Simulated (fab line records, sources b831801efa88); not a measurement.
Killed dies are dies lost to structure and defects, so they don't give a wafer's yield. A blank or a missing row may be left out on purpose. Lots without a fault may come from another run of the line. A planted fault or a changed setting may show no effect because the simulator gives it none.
Problem report in the 8D (eight disciplines) form, filled by code | flow sky130 | the parts of the form that need people (team, actions taken, sign-off) are left out

1. THE PROBLEM
prime_temp_c at SKY_VIA3_HMDS_05 reads a mean of 120.98 C on 6 wafers of 2 lots; wafers without a fault read 120.03 C with a standard deviation of 0.14. That is +6.8 standard deviations from the usual mean.
The step: prime time 60 s.
First seen on wafer L259.1, day 44 11:43, on litho_track-03. The record holds 33 wafers of 11 lots with a number at this step. Rule for "out", or "out of limits": more than 4 standard deviations from the usual mean. The other wafers with a number count as sound.

2. WHAT IT IS AND WHAT IT IS NOT
question                    | is                     | is not
which readings at this step | prime_temp_c           | chill_plate_temp_C, exhaust_pa
which lots                  | L259, L260             | L243, L244, L248, L250, L253, L257, L261, L263, L264
which wafers of those lots  | all that have a number | -
read on which tools         | litho_track-03         | litho_track-02, litho_track-04
when                        | from day 44 11:43      | up to then (18 sound wafers); but 9 sound wafers of L261, L263, L264 came after

3. SUSPECTS, AND WHAT RULES EACH OUT
Counting: a tool at a process step up to the reading stays a suspect if it ran every lot that is out and no sound lot after the first of them.
- litho_track-03 at SKY_VIA3_HMDS_05 (prime time 60 s): kept. It ran every lot that is out, first L259 (day 44 11:43), and no sound lot after that; its last sound lot up to then is L250 (day 41 23:13). Its own readings are out on those wafers: prime_temp_c.
Left after counting: litho_track-03 at SKY_VIA3_HMDS_05.

4. THE CAUSE (what the simulator had put in)
Process parameter drift: litho_track-03, from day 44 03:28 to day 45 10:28, at SKY_VIA3_HMDS_05. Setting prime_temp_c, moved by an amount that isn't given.
Counting left only this tool.

5. THE CHAIN OF EFFECTS, in route order
Each row: a reading whose mean over the struck wafers that have a number lies more than 3 standard deviations from the usual. Only readings for which the record gives a usual standard deviation are gone through. hours: the time from each lot's start at the first step in this table that gives one to its start at this step, as a median over the lots. sigmas: the change in usual standard deviations.
hours | step             | reading      | usual    | on struck wafers | change | sigmas
0     | SKY_VIA3_HMDS_05 | prime_temp_c | 120.03 C | 120.98           | +0.95  | +6.8
The process steps in it:
- SKY_VIA3_HMDS_05: prime time 60 s.

6. WHAT WOULD HAVE CAUGHT IT SOONER
In this record the first reading out of limits was taken at day 44 11:43, 8 hours after the fault began at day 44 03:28.
